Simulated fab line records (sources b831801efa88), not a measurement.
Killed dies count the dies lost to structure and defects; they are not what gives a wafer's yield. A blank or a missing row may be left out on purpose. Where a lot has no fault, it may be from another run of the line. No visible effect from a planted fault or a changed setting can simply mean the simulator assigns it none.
A lot that was struck, set against a sound lot || flow sky130 || 34 out of 708 route steps
Sound: wafers L252.4, L252.5, L252.6. Wafers L263.1, L263.2, L263.4 were the ones struck. The cause comes at the end.
Each step with rows lists, per side, the tool, then ch with its chambers, then its first start. Under that, the readings that differ: sound wafers || struck wafers || difference of the means || sigmas: that difference in standard deviations of wafers without a fault.
alike: readings with means less than 2 such deviations apart, plus words and numbers identical on both sides. not compared: withheld readings, readings lacking a value on some wafer, bounds such as >300 that could conceal the same value, and numbers that have no deviation in the record and whose values overlap.
A row with sigmas, a row that says differs or no value, or rows on one side alone: a step with any of these is where the two part. Numbers that don't overlap but have no deviation are shown without sigmas and don't part them. A reading that every wafer of one side lacks parts them only if that side has two wafers or more.

first, 5 steps without rows for these wafers: SKY_LDD_P_COAT_02 (resist thk 1140 nm); SKY_LDD_P_SOFTBAKE_03 (time 60 s); SKY_LDD_P_EXPOSE_04 (exposes mask PSDM, target cd 380 nm); SKY_LDD_P_PEB_05; SKY_LDD_P_DEVELOP_06 (develop time 60 s).
SKY_LDD_P_CD_MEAS_07: the cd target is 380 nm.
  sound on cd sem-01, day 19 14:42; struck on cd sem-01, day 23 20:47
  alike: cd nm
SKY_LDD_P_OVL_MEAS_08:
  sound on overlay-01, day 19 14:47; struck on overlay-02, day 23 20:55
  alike: LDD_P_OVL
then, 1 step without rows for these wafers: SKY_LDD_P_IMPLANT_09.
SKY_LDD_P_STRIP_10: strips in O2/N2.
  sound on plasma asher-03 ch 0,1, day 19 15:08; struck on plasma asher-02 ch 0,1, day 23 21:05
  alike: drypump motor current A, oes product au, strip time to endpoint s
  not compared: rf hours counter h
SKY_LDD_P_TW_MEAS_11:
  sound on film metro-01, day 19 15:14; struck on film metro-03, day 23 21:11
  alike: LDD_P_TW
then, 2 steps without rows for these wafers: SKY_LDD_HVN_DEHYDRATE_00 (time 60 s); SKY_LDD_HVN_HMDS_01 (prime time 60 s).
SKY_LDD_HVN_COAT_02: resist thk 300 nm.
  sound on litho track-03 ch 0, day 20 06:10; struck on litho track-04 ch 0, day 24 12:11
{"reading": "model.NOVOLAK_of_LDD_HVN_COAT_02.thk nm (nm)", "sound": "299.1 299.2 300.6", "struck": "174.3 173.9 173.7", "difference": -125.7, "sigmas": ""}
then, 3 steps without rows for these wafers: SKY_LDD_HVN_SOFTBAKE_03 (time 60 s); SKY_LDD_HVN_EXPOSE_04 (exposes mask HVNTM, target cd 700 nm); SKY_LDD_HVN_PEB_05.
SKY_LDD_HVN_DEVELOP_06: develop time 60 s.
  sound on litho track-02 ch 0, day 20 21:10; struck on litho track-02 ch 0, day 25 03:00
{"reading": "model.NOVOLAK_of_LDD_HVN_COAT_02.thk nm (nm)", "sound": "298.7 298.7 300.2", "struck": "173.8 173.5 173.3", "difference": -125.7, "sigmas": ""}
  alike: developer temp C
SKY_LDD_HVN_OVL_MEAS_07:
  sound on overlay-01, day 20 21:16; struck on overlay-02, day 25 03:09
  alike: LDD_HVN_OVL
then, 1 step without rows for these wafers: SKY_LDD_HVN_IMPLANT_08.
SKY_LDD_HVN_STRIP_09: strips in O2/N2.
  sound on plasma asher-01 ch 0,1, day 20 21:28; struck on plasma asher-01 ch 0,1, day 25 03:20
{"reading": "oes product au (a.u.)", "sound": "0.419 0.413 0.413", "struck": "0.341 0.343 0.341", "difference": -0.073, "sigmas": -16}
{"reading": "strip time to endpoint s (s)", "sound": "4.127 4.132 4.135", "struck": "2.475 2.456 2.457", "difference": -1.669, "sigmas": "-99 or more"}
  alike: drypump motor current A
  not compared: rf hours counter h
SKY_LDD_HVN_TW_MEAS_10:
  sound on film metro-04, day 20 21:34; struck on film metro-03, day 25 03:26
{"reading": "LDD_HVN_TW", "sound": "1446 1443 1448", "struck": "1424 1426 1417", "difference": -23, "sigmas": -2}
then, 7 steps without rows for these wafers: SKY_LDD_HVP_DEHYDRATE_00 (time 60 s); SKY_LDD_HVP_HMDS_01 (prime time 60 s); SKY_LDD_HVP_COAT_02 (resist thk 300 nm); SKY_LDD_HVP_SOFTBAKE_03 (time 60 s); SKY_LDD_HVP_EXPOSE_04 (exposes mask HVPTM, target cd 700 nm); SKY_LDD_HVP_PEB_05; SKY_LDD_HVP_DEVELOP_06 (develop time 60 s).
SKY_LDD_HVP_OVL_MEAS_07:
  sound on overlay-01, day 22 04:46; struck on overlay-02, day 26 07:58
  alike: LDD_HVP_OVL
then, 1 step without rows for these wafers: SKY_LDD_HVP_IMPLANT_08.
SKY_LDD_HVP_STRIP_09: strips in O2/N2.
  sound on plasma asher-04 ch 0,1, day 22 04:58; struck on plasma asher-03 ch 0,1, day 26 08:08
  alike: drypump motor current A, oes product au, strip time to endpoint s
  not compared: rf hours counter h
SKY_LDD_HVP_TW_MEAS_10:
  sound on film metro-04, day 22 05:04; struck on film metro-01, day 26 08:14
{"reading": "LDD_HVP_TW", "sound": "460.7 459.6 459.3", "struck": "468.4 466.9 467.2", "difference": "+7.6", "sigmas": "+3"}
then, 1 step without rows for these wafers: SKY_LDD_LDN_DEHYDRATE_00 (time 60 s).
-- here the record skips 23 days between the struck wafers' starts before and after, leaving off in module LDD_LDN and picking up in module PAD_OPEN (first step shown: number 708 of the route) --
SKY_PAD_OPEN_PROBE_99:
  sound on prober-02, day 46 04:23; struck on prober-01, day 48 21:03
{"reading": "model.etest.tip p.rs ohm sq", "sound": "6733 6768 6789", "struck": "6887 6870 6827", "difference": "+98", "sigmas": ""}
  alike: killed_at_M0_to_M3, killed_at_M4_up, killed at contacts, killed at front end, killed at other, killed dies, killed open, killed short

WHERE THEY PART
At SKY_LDD_HVN_STRIP_09 first; at SKY_LDD_HVP_TW_MEAS_10 last (within this record only). Later steps at which nothing parts them and some readings are alike: SKY_PAD_OPEN_PROBE_99.

WHY: what the simulator had put in
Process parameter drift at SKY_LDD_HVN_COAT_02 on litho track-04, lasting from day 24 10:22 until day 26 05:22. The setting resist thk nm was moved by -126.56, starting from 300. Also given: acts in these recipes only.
